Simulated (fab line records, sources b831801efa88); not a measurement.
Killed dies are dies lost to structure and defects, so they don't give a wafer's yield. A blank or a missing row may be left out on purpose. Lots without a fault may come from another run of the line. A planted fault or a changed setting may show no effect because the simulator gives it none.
Tool commonality check | flow gf180mcu | 13 lots, 39 wafers sampled

WHY IT WAS OPENED
At GF_DNWELL_TW_MEAS_09 the reading DNWELL_TW is flagged on 2 of 13 lots. Wafers without a fault read 1345, standard deviation 14.
Rule: a lot is flagged when every wafer of it that has a number lies more than 4 standard deviations from that mean, or none has a number. The other lots count as sound.

lot  | measured    | on            | DNWELL_TW, wafer by wafer | flag
L497 | day 2 18:46 | film_metro-03 | 1322 1328 1334            |
L498 | day 2 23:21 | film_metro-04 | 1357 1357 1357            |
L499 | day 3 07:52 | film_metro-04 | 1362 1366 1361            |
L500 | day 3 12:35 | film_metro-03 | 1329 1329 1329            |
L502 | day 3 21:12 | film_metro-02 | 1582 1576 1574            | FLAGGED
L503 | day 4 02:23 | film_metro-03 | 1572 1566 1563            | FLAGGED
L509 | day 5 11:44 | film_metro-03 | 1331 1326 1333            |
L510 | day 5 17:21 | film_metro-03 | 1323 1327 1328            |
L511 | day 5 22:41 | film_metro-04 | 1353 1354 1351            |
L514 | day 6 13:35 | film_metro-04 | 1366 1371 1365            |
L515 | day 6 19:11 | film_metro-03 | 1348 1349 1350            |
L516 | day 6 23:41 | film_metro-04 | 1357 1351 1370            |
L520 | day 7 20:26 | film_metro-03 | 1321 1322 1320            |
The numbers of the flagged lots are 1572 on average: +227 against the usual, or +16 standard deviations.

WHICH TOOL RAN EACH LOT
The record holds 1 process step before the reading, out of a route of 602 steps. In each cell: the tool, then ch and the chambers that the sampled wafers went through, then the start.
lot  | flag    | GF_DNWELL_IMPLANT_07
L497 |         | implanter-03 ch 0, day 2 18:34
L498 |         | implanter-02 ch 0, day 2 23:08
L499 |         | implanter-01 ch 0, day 3 07:38
L500 |         | implanter-01 ch 0, day 3 12:22
L502 | FLAGGED | implanter-02 ch 0, day 3 20:59
L503 | FLAGGED | implanter-02 ch 0, day 4 02:08
L509 |         | implanter-03 ch 0, day 5 11:29
L510 |         | implanter-03 ch 0, day 5 17:06
L511 |         | implanter-01 ch 0, day 5 22:26
L514 |         | implanter-03 ch 0, day 6 13:20
L515 |         | implanter-02 ch 0, day 6 18:57
L516 |         | implanter-02 ch 0, day 6 23:20
L520 |         | implanter-01 ch 0, day 7 20:11
What these steps do:
- GF_DNWELL_IMPLANT_07
- GF_DNWELL_TW_MEAS_09

FLAGGED OVER TOTAL, TOOL BY TOOL (the gauges that took the reading come last)
step                 | tool          | lots run | flagged | share of the flagged lots | sound lots run after its first flagged lot
GF_DNWELL_IMPLANT_07 | implanter-01  | 4        | 0       | none                      | -
GF_DNWELL_IMPLANT_07 | implanter-02  | 5        | 2       | all                       | 2 (L515,L516)
GF_DNWELL_IMPLANT_07 | implanter-03  | 4        | 0       | none                      | -
GF_DNWELL_TW_MEAS_09 | film_metro-02 | 1        | 1       | some                      | 0
GF_DNWELL_TW_MEAS_09 | film_metro-03 | 7        | 1       | some                      | 4 (L509,L510,L515,L520)
GF_DNWELL_TW_MEAS_09 | film_metro-04 | 5        | 0       | none                      | -

WHAT THE TABLE ALLOWS
1 row of the table ran every flagged lot: implanter-02 at GF_DNWELL_IMPLANT_07.
- implanter-02 at GF_DNWELL_IMPLANT_07: 2 of its 5 lots flagged. Sound lots ran on it after the first flagged one (L515, L516), which a lasting fault on the whole tool wouldn't allow. Its own readings lie more than 4 standard deviations out on every wafer of the flagged lots: dose_ions_cm2, faraday_current_uA.
No row of the table ran every flagged lot and no sound lot after the first.

WHAT THE SIMULATOR HAD PUT IN
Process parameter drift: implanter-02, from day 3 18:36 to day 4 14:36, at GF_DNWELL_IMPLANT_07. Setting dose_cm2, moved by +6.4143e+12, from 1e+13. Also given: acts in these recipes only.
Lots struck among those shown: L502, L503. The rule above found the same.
